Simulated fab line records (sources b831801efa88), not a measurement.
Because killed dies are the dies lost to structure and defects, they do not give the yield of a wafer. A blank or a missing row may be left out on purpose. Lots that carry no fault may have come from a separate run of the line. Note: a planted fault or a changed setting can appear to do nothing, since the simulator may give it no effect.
Chamber matching	flow sky130	4 sister chambers for SKY_LI_CONTACT_CMP_24 on cmp-02
The step polishes, stops on PSG, t overpolish 20 s, target thk 0 nm. 8 wafers are shown with their chamber, then 7 later ones without.

WAFERS, EACH WITH ITS CHAMBER
wafer	chamber	motor-current-A (A)	time-to-endpoint-s (s)
L432.5	2	12.3	93.7
L432.6	3	11.9	97.2
L434.1	0	11.1	90.5
L434.5	0	11.1	93.0
L436.1	2	12.9	94.2
L436.4	1	10.1	96.4
L436.6	1	9.7	92.3
L438.2	3	11.9	96.6

WAFERS WITHOUT THEIR CHAMBER
wafer	motor-current-A (A)	time-to-endpoint-s (s)
L438.3	11.4	94.2
L438.6	10.8	93.4
L446.2	12.8	98.2
L446.6	11.5	100.9
L447.1	10.5	96.2
L447.6	11.0	106.2
L448.1	11.8	96.5

WHICH CHAMBER EACH WENT THROUGH
wafer	from the rows above	in truth
L438.3	can't be placed: 0 or 3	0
L438.6	0	0
L446.2	can't be placed: 2 or 3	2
L446.6	3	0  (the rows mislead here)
L447.1	can't be placed: 1 or 0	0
L447.6	can't be placed: 3 or 1 or 0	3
L448.1	3	3
2 of 7 placed correctly. These rows do not allow placing 4 (true chamber among the candidates in 4). 1 placed wrongly.
How it was worked out, from the rows above alone: a wafer's distance from a chamber is the root of the sum, over the readings, of the square of ((its reading less the chamber's mean) divided by the reading's scatter). The wafer belongs to the nearest chamber; if the next one is less than 2 further off, it can't be placed. For every chamber, the mean is computed from those of its wafers that are shown. How the scatter is found: for the shown wafers, subtract from each reading the mean of its chamber, square and add these, divide the total by (wafers less chambers), then take the root.
